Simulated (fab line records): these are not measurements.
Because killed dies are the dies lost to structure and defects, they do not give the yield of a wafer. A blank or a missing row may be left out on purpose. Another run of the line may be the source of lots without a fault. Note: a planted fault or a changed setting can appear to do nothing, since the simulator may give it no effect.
Comparing a struck lot with a sound one :: flow gf180mcu :: 33 out of 602 route steps
Sound: the wafers L950.1, L950.2, L950.3. Struck: wafer L960.4 (left out: L960.3, a lot-mate that was not struck); the cause follows at the end.
At each step with rows: each side's tool, then ch and its chambers, then its first start. Under that, the readings that differ: sound wafers :: struck wafers :: difference of the means :: sigmas: that difference in standard deviations of wafers without a fault.
alike: a reading whose means differ by less than 2 such deviations, as well as words and numbers matching on both sides. not compared: withheld readings; readings where some wafer has no value; bounds like >300 that might hide an equal value; numbers whose values overlap and for which the record gives no deviation.
The two part at a step that has a row with sigmas, a row that says differs or no value, or rows on one side only. Numbers that don't overlap but have no deviation are shown without sigmas and don't part them. A reading missing from all wafers of one side parts the sides only when that side holds two or more wafers.

first, 1 step without rows for these wafers: GF_HV_LDD_CVD_56 (deposits Si3N4 from DCS/NH3, target thk 90 nm, time 1543 s).
GF_HV_LDD_THK_MEAS_57:
  sound on film_metro-03 at day 14 14:28; struck on film_metro-01 at day 17 15:40
  alike: HV_LDD_CVD_56_THK
GF_HV_LDD_ETCHBACK_58: etches Si3N4 in CH3F/O2, stops on SiO2, time 100 s, target depth 90 nm.
  sound on rie_diel-02 ch 0,1,2, day 14 14:32; struck on rie_diel-01 ch 1, day 17 15:42
reading: rf_hours_counter_h (h)
sound: 80 93 117
struck: 24
difference: -73
sigmas: 
  alike: drypump_motor_current_A, oes_product_au, throttle_valve_pct
then, 7 steps without rows for these wafers: GF_NSD_DEHYDRATE_00 (time 60 s); GF_NSD_HMDS_01 (prime time 60 s); GF_NSD_COAT_02 (resist thk 1000 nm); GF_NSD_SOFTBAKE_03 (time 60 s); GF_NSD_EXPOSE_04 (exposes mask Nplus, target cd 400 nm); GF_NSD_PEB_05; GF_NSD_DEVELOP_06 (develop time 60 s).
GF_NSD_CD_MEAS_07: the cd target is 400 nm.
  sound on cd_sem-02 at day 15 11:42; struck on cd_sem-01 at day 18 14:42
  alike: cd_nm
GF_NSD_OVL_MEAS_08:
  sound on overlay-02 at day 15 11:49; struck on overlay-01 at day 18 14:47
  alike: NSD_OVL
GF_NSD_IMPLANT_09:
  sound on implanter-04 ch 0, day 15 11:52; struck on implanter-02 ch 0, day 18 14:52
after that, 1 step had no rows for these wafers: GF_NSD_IMPLANT_10.
GF_NSD_STRIP_11: strips in O2/N2.
  sound on plasma_asher-02 ch 0,1, day 15 12:10; struck on plasma_asher-04 ch 1, day 18 15:09
reading: oes_product_au (a.u.)
sound: 0.490 0.487 0.486
struck: 0.476
difference: -0.012
sigmas: -3

reading: strip_time_to_endpoint_s (s)
sound: 22.957 22.963 22.973
struck: 23.629
difference: +0.665
sigmas: +24
  alike: drypump_motor_current_A, heater_power_w, platen_temp_c
  not compared: rf_hours_counter_h
GF_NSD_TW_MEAS_12:
  sound on film_metro-02 at day 15 12:16; struck on film_metro-01 at day 18 15:14
  alike: NSD_TW
then, 7 steps without rows for these wafers: GF_PSD_DEHYDRATE_00 (time 60 s); GF_PSD_HMDS_01 (prime time 60 s); GF_PSD_COAT_02 (resist thk 1000 nm); GF_PSD_SOFTBAKE_03 (time 60 s); GF_PSD_EXPOSE_04 (exposes mask Pplus, target cd 400 nm); GF_PSD_PEB_05; GF_PSD_DEVELOP_06 (develop time 60 s).
GF_PSD_CD_MEAS_07: the cd target is 400 nm.
  sound on cd_sem-02 at day 16 09:31; struck on cd_sem-02 at day 19 14:15
  alike: cd_nm
GF_PSD_OVL_MEAS_08:
  sound on overlay-02 at day 16 09:38; struck on overlay-01 at day 19 14:20
  alike: PSD_OVL
after that, 1 step had no rows for these wafers: GF_PSD_IMPLANT_09.
GF_PSD_STRIP_10: strips in O2/N2.
  sound on plasma_asher-04 ch 0,1, day 16 09:49; struck on plasma_asher-02 ch 1, day 19 14:33
reading: strip_time_to_endpoint_s (s)
sound: 16.55 16.54 16.57
struck: 16.47
difference: -0.08
sigmas: -2
  alike: drypump_motor_current_A, heater_power_w, oes_product_au, platen_temp_c
  not compared: rf_hours_counter_h
GF_PSD_TW_MEAS_11:
  sound on film_metro-02 at day 16 09:55; struck on film_metro-04 at day 19 14:38
  alike: PSD_TW
then, 1 step without rows for these wafers: GF_PSD_CLEAN_12 (cleans in SC1/SC2, time 150 s).
GF_PSD_RTA_13: time 20 s.
  sound on rtp_anneal-01 ch 0, day 16 10:02; struck on rtp_anneal-02 ch 0, day 19 14:47
reading: lamp_power_pct (%)
sound: 34.6 34.7 34.7
struck: 34.0
difference: -0.7
sigmas: -2
  alike: anneal_temp_c_max, wafer_temp_C_max
GF_PSD_RS_MEAS_14: measurement is done with a four-point probe.
  sound on film_metro-02 at day 16 10:07; struck on film_metro-02 at day 19 14:56
reading: NSD_RS (ohm/sq)
sound: 46.21 46.14 46.16
struck: 45.20
difference: -0.97
sigmas: -13
GF_PSD_RS_MEAS_15: measurement is done with a four-point probe.
  sound on film_metro-02 at day 16 10:14; struck on film_metro-02 at day 19 15:03
reading: PSD_RS (ohm/sq)
sound: 108.64 108.90 108.84
struck: 108.21
difference: -0.58
sigmas: -2
-- the record jumps here: 14 days lie between the struck wafers' starts before and after (it left off in module PSD and takes up again in module PASSIVATION, whose first step shown is number 602 of the route) --
GF_PASSIVATION_PROBE_99:
  sound on prober-02 at day 30 18:37; struck on prober-02 at day 33 03:26
reading: model.etest.npoly_u.line_ohm_um
sound: 381.4 385.9 388.8
struck: 343.8
difference: -41.6
sigmas: 

reading: model.etest.npoly_u.rs_ohm_sq
sound: 303.3 311.8 311
struck: 272.9
difference: -35.8
sigmas: 

reading: model.etest.contact_poly.end_ohm_um
sound: 54.99 56.45 58.78
struck: 46.32
difference: -10.42
sigmas: 

reading: model.etest.nplus_u.line_ohm_um
sound: 198.1 199.4 200.4
struck: 191.3
difference: -8.0
sigmas: 

reading: model.etest.nplus_u.rs_ohm_sq
sound: 59.57 59.91 59.44
struck: 57.66
difference: -1.98
sigmas: 

reading: model.etest.contact_nplus.end_ohm_um
sound: 12.92 13.21 12.98
struck: 12.2
difference: -0.8
sigmas: 

== WHERE THEY PART ==
Last at GF_PSD_RS_MEAS_15 as far as this record goes, first at GF_NSD_STRIP_11.

WHY: the cause the simulator had injected
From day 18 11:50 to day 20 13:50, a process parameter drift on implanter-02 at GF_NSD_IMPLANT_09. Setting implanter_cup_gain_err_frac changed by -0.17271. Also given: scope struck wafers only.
